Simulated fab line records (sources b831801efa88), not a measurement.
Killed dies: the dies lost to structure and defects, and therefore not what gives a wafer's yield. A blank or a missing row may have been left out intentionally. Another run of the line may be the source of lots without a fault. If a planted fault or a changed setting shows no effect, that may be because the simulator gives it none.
Comparing a struck lot with a sound one ; flow sky130 ; 43 steps out of a route of 708
Sound: these wafers, L927.2, L927.3, L927.4. The struck wafers were L942.1, L942.4, L942.5. The cause is given at the end.
Per side, at each step with rows, come the tool, then ch with its chambers, and then its first start. Under that, the readings that differ: sound wafers ; struck wafers ; difference of the means ; sigmas: that difference in standard deviations of wafers without a fault.
alike: same words and numbers on both sides, and readings whose means sit less than 2 such deviations apart. not compared: any withheld reading, any reading some wafer has no value for, any bound like >300 that may hide the same value, and any number with overlapping values for which the record gives no deviation.
A row with sigmas, a row that says differs or no value, or rows on one side alone: a step with any of these is where the two part. When numbers do not overlap yet have no deviation, they are printed without sigmas and do not part them. A reading missing from all wafers of one side parts the sides only when that side holds two or more wafers.

first, 7 steps without rows for these wafers: SKY_FIELD_ISO_HMDS_06 (prime time 60 s); SKY_FIELD_ISO_COAT_07 (resist thk 60 nm); SKY_FIELD_ISO_COAT_08 (resist thk 450 nm); SKY_FIELD_ISO_SOFTBAKE_09 (time 90 s); SKY_FIELD_ISO_EXPOSE_10 (exposes mask FOM, target cd 150 nm); SKY_FIELD_ISO_PEB_11; SKY_FIELD_ISO_DEVELOP_12 (develop time 60 s).
SKY_FIELD_ISO_CD_MEAS_13: target cd 150 nm.
  sound on cdSem-01 at day 2 19:38; struck on cdSem-01 at day 6 06:30
  alike: cdNm
SKY_FIELD_ISO_ETCH_14: etches BARC in N2/H2, stops on SiO2, time 45.9 s, target depth 60 nm.
  sound on rieDiel-02 ch 1,2,3, day 2 19:44; struck on rieDiel-01 ch 1,3, day 6 06:37
  alike: drypumpMotorCurrentA, oesProductAu, throttleValvePct
  not compared: rfHoursCounterH
then, 1 step without rows for these wafers: SKY_FIELD_ISO_ETCH_15 (etches the open film in CHF3/O2, stops on Si, target depth 180 nm, time 72 s).
SKY_FIELD_ISO_STRIP_16: strips in O2/N2.
  sound on plasmaAsher-02 ch 0,1, day 2 19:50; struck on plasmaAsher-01 ch 0,1, day 6 06:43
  alike: drypumpMotorCurrentA, o2FlowSccm, oesProductAu, stripTimeToEndpointS
  not compared: rfHoursCounterH
SKY_FIELD_ISO_ETCH_17: etches Si in HBr/Cl2/O2, target depth 342 nm, time 97.7 s.
  sound on rieSi-02 ch 0,2,3, day 2 19:56; struck on rieSi-02 ch 1,2, day 6 06:49
  alike: drypumpMotorCurrentA, oesProductAu, throttleValvePct
  not compared: rfHoursCounterH
SKY_FIELD_ISO_WET_ETCH_18: etches Si3N4 in H3PO4, target depth 25 nm, time 286 s.
  sound on wetBench-04 ch 3, day 2 20:00; struck on wetBench-02 ch 0, day 6 06:53
  alike: bathHeatDutyPct
then, 4 steps without rows for these wafers: SKY_FIELD_ISO_CLEAN_19 (cleans in SC1/SC2, time 150 s); SKY_FIELD_ISO_CLEAN_20 (cleans in dHF, time 20 s); SKY_FIELD_ISO_WET_ETCH_21 (etches SiO2 in dHF, target depth 20 nm, time 400 s); SKY_FIELD_ISO_OXIDATION_22 (stabilise 600 s, purge 300 s, target thk 10 nm).
SKY_FIELD_ISO_THK_MEAS_23:
  sound on filmMetro-01 at day 2 21:28; struck on filmMetro-02 at day 6 08:47
  alike: FIELD_ISO_OXIDATION_01_THK
then, 1 step without rows for these wafers: SKY_FIELD_ISO_CVD_24 (deposits SiO2, target thk 595 nm, time 99.2 s).
SKY_FIELD_ISO_THK_MEAS_25:
  sound on filmMetro-03 at day 2 21:35; struck on filmMetro-03 at day 6 08:56
  alike: FIELD_ISO_CVD_24_THK
then, 1 step without rows for these wafers: SKY_FIELD_ISO_ANNEAL_26 (time 1800 s).
SKY_FIELD_ISO_CMP_27: polishes, stops on Si3N4, t overpolish 16 s, target thk 457.8 nm.
  sound on cmp-01 ch 0,2,3, day 3 00:08; struck on cmp-02 ch 1,2,3, day 6 10:55
  alike: motorCurrentA, overpolishRunS, timeToEndpointS
then, 5 steps without rows for these wafers: SKY_FIELD_ISO_WET_ETCH_28 (etches SiO2 in dHF, target depth 23.7 nm, time 47 s); SKY_FIELD_ISO_WET_ETCH_29 (etches Si3N4 in H3PO4, target depth 160 nm, time 1825 s); SKY_FIELD_ISO_WET_ETCH_30 (etches SiO2 in dHF, target depth 25 nm, time 48.24 s); SKY_NWELL_CLEAN_00 (cleans in SC1/SC2, time 150 s); SKY_NWELL_OXIDATION_01 (stabilise 600 s, purge 300 s, target thk 10 nm).
SKY_NWELL_THK_MEAS_02:
  sound on filmMetro-03 at day 3 03:24; struck on filmMetro-02 at day 6 14:28
  alike: NWELL_OXIDATION_THK
then, 8 steps without rows for these wafers: SKY_DNWELL_DEHYDRATE_00 (time 60 s); SKY_DNWELL_HMDS_01 (prime time 60 s); SKY_DNWELL_COAT_02 (resist thk 3000 nm); SKY_DNWELL_SOFTBAKE_03; SKY_DNWELL_EXPOSE_04 (exposes mask DNM, target cd 3000 nm); SKY_DNWELL_PEB_05; SKY_DNWELL_DEVELOP_06 (develop time 60 s); SKY_DNWELL_IMPLANT_07.
SKY_DNWELL_STRIP_08: strips in O2/N2.
  sound on plasmaAsher-02 ch 0,1, day 3 19:15; struck on plasmaAsher-01 ch 1, day 7 10:00
  alike: drypumpMotorCurrentA, o2FlowSccm, oesProductAu, stripTimeToEndpointS
  not compared: rfHoursCounterH
SKY_DNWELL_TW_MEAS_09:
  sound on filmMetro-03 at day 3 19:22; struck on filmMetro-03 at day 7 10:06
  alike: DNWELL_TW
then, 4 steps without rows for these wafers: SKY_PWDE_DEHYDRATE_00 (time 60 s); SKY_PWDE_HMDS_01 (prime time 60 s); SKY_PWDE_COAT_02 (resist thk 3000 nm); SKY_PWDE_SOFTBAKE_03.
-- the record jumps here: 43 days lie between the struck wafers' starts before and after (it left off in module PWDE and takes up again in module PAD_OPEN, whose first step shown is number 708 of the route) --
SKY_PAD_OPEN_PROBE_99:
  only the struck wafers here have rows in the record (prober-01, day 50 02:07); the sound ones have none

## WHERE THEY PART
Only at SKY_PAD_OPEN_PROBE_99, within this record.

WHY: whatever the simulator had introduced
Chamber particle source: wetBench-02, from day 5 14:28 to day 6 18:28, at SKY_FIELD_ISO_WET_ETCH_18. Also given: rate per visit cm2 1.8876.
